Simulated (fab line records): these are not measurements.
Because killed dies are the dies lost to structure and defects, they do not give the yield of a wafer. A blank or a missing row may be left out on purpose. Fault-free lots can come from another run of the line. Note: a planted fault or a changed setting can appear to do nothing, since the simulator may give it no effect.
Chamber matching / flow gf180mcu / rie-si-02 running GF_POLY_GATE_ETCH_13: 4 sister chambers
The step etches poly-Si in HBr/Cl2, stops on SiO2, target depth 198.5 nm, time 69.6 s. 4 wafers are shown with their chamber, then 11 later ones without.

WAFERS PAIRED WITH THEIR CHAMBERS
wafer=L087.2; chamber=1; oes-product-au (a.u.)=0.989
wafer=L088.3; chamber=0; oes-product-au (a.u.)=0.991
wafer=L090.5; chamber=3; oes-product-au (a.u.)=0.997
wafer=L091.1; chamber=2; oes-product-au (a.u.)=0.980

WAFERS WITHOUT THEIR CHAMBER
wafer=L091.2; oes-product-au (a.u.)=0.991
wafer=L091.5; oes-product-au (a.u.)=0.994
wafer=L093.2; oes-product-au (a.u.)=1.003
wafer=L093.3; oes-product-au (a.u.)=0.980
wafer=L093.6; oes-product-au (a.u.)=0.996
wafer=L097.1; oes-product-au (a.u.)=0.985
wafer=L097.5; oes-product-au (a.u.)=0.983
wafer=L097.6; oes-product-au (a.u.)=0.989
wafer=L096.1; oes-product-au (a.u.)=1.004
wafer=L096.2; oes-product-au (a.u.)=0.997
wafer=L096.6; oes-product-au (a.u.)=0.985

THE CHAMBER EACH PASSED THROUGH
wafer=L091.2; from the rows above=can't be placed: 0 or 1 or 3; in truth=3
wafer=L091.5; from the rows above=can't be placed: 0 or 3 or 1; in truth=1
wafer=L093.2; from the rows above=can't be placed: 3 or 0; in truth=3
wafer=L093.3; from the rows above=2; in truth=2
wafer=L093.6; from the rows above=can't be placed: 3 or 0 or 1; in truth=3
wafer=L097.1; from the rows above=can't be placed: 1 or 2 or 0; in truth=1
wafer=L097.5; from the rows above=can't be placed: 2 or 1 or 0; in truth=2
wafer=L097.6; from the rows above=can't be placed: 1 or 0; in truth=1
wafer=L096.1; from the rows above=can't be placed: 3 or 0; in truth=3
wafer=L096.2; from the rows above=can't be placed: 3 or 0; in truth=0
wafer=L096.6; from the rows above=can't be placed: 1 or 2 or 0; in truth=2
Correctly placed: 1 of 11. Unplaceable from these rows: 10, with the true chamber sitting among the candidates in 10. Wrongly placed: 0.
How it was worked out, from the rows above alone: a wafer's distance from a chamber is the root of the sum, over the readings, of the square of ((its reading less the chamber's mean) divided by the reading's scatter). If the next closest chamber is less than 2 further off than the closest, the wafer can't be placed; otherwise it belongs to the closest. A chamber's mean is the mean of its shown wafers. The scatter (one wafer shown for each chamber): square how far every hidden wafer sits from the nearest shown wafer, average those squares and take the square root.
